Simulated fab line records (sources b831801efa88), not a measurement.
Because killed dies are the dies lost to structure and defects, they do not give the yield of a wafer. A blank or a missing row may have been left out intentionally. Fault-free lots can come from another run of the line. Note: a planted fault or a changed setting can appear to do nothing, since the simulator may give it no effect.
A struck lot beside a sound one    flow gf180mcu    15 out of 602 route steps
Sound: these wafers, L566.1, L566.2, L566.3. Wafers struck: L564.1, L564.3, L564.6. Last of all comes the cause.
Each step with rows lists, per side, the tool, then ch with its chambers, then its first start. Under that, the readings that differ: sound wafers    struck wafers    difference of the means    sigmas: that difference in standard deviations of wafers without a fault.
alike: readings whose means differ by less than 2 such deviations, and words and numbers that are the same on both sides. not compared: withheld readings, readings that some wafer has no value for, bounds like >300 that may hide the same value, and numbers for which the record gives no deviation and whose values overlap.
A row with sigmas, a row that says differs or no value, or rows on one side alone: a step with any of these is where the two part. When numbers do not overlap yet have no deviation, they are printed without sigmas and do not part them. A reading missing from all wafers of one side parts the sides only when that side holds two or more wafers.

first, 1 step without rows for these wafers: GF_LVPWELL_DEVELOP_06 (develop time 60 s).
GF_LVPWELL_OVL_MEAS_07:
  struck on overlay-02, day 7 09:10; sound on overlay-01, day 7 22:25
  alike: LVPWELL_OVL
then, 2 steps without rows for these wafers: GF_LVPWELL_IMPLANT_08; GF_LVPWELL_IMPLANT_09.
GF_LVPWELL_STRIP_10: strips in O2/N2.
  sound on plasmaAsher-04 ch 0,1, day 7 22:45; struck on plasmaAsher-01 ch 0, day 7 09:30
reading                   sound              struck             difference  sigmas
stripTimeToEndpointS (s)  36.84 36.94 36.85  37.07 37.11 37.19  +0.25       +2
  alike: drypumpMotorCurrentA, heaterPowerW, oesProductAu
  not compared: rfHoursCounterH
GF_LVPWELL_TW_MEAS_11:
  struck on filmMetro-04, day 7 09:37; sound on filmMetro-04, day 7 22:51
  alike: LVPWELL_TW
then, 6 steps without rows for these wafers: GF_MVSD_DEHYDRATE_00 (time 60 s); GF_MVSD_HMDS_01 (prime time 60 s); GF_MVSD_COAT_02 (resist thk 3000 nm); GF_MVSD_SOFTBAKE_03; GF_MVSD_EXPOSE_04 (exposes mask MVSD, target cd 1000 nm); GF_MVSD_PEB_05.
GF_MVSD_DEVELOP_06: develop time 60 s.
  sound on lithoTrack-02 ch 0, day 8 15:00; struck on lithoTrack-01 ch 0, day 8 00:00
reading             sound              struck             difference  sigmas
developerTempC (C)  22.99 22.88 22.98  20.61 20.61 20.44  -2.40       -22
  alike: exhaustPa
GF_MVSD_OVL_MEAS_07:
  struck on overlay-02, day 8 01:05; sound on overlay-02, day 8 15:16
  alike: MVSD_OVL
GF_PASSIVATION_PROBE_99:
  rows exist in the record for the sound wafers here (prober-01, day 33 23:29), none for the struck ones

## WHERE THEY PART
At GF_LVPWELL_STRIP_10 first; at GF_PASSIVATION_PROBE_99 last (within this record only).

WHY: the cause the simulator had injected
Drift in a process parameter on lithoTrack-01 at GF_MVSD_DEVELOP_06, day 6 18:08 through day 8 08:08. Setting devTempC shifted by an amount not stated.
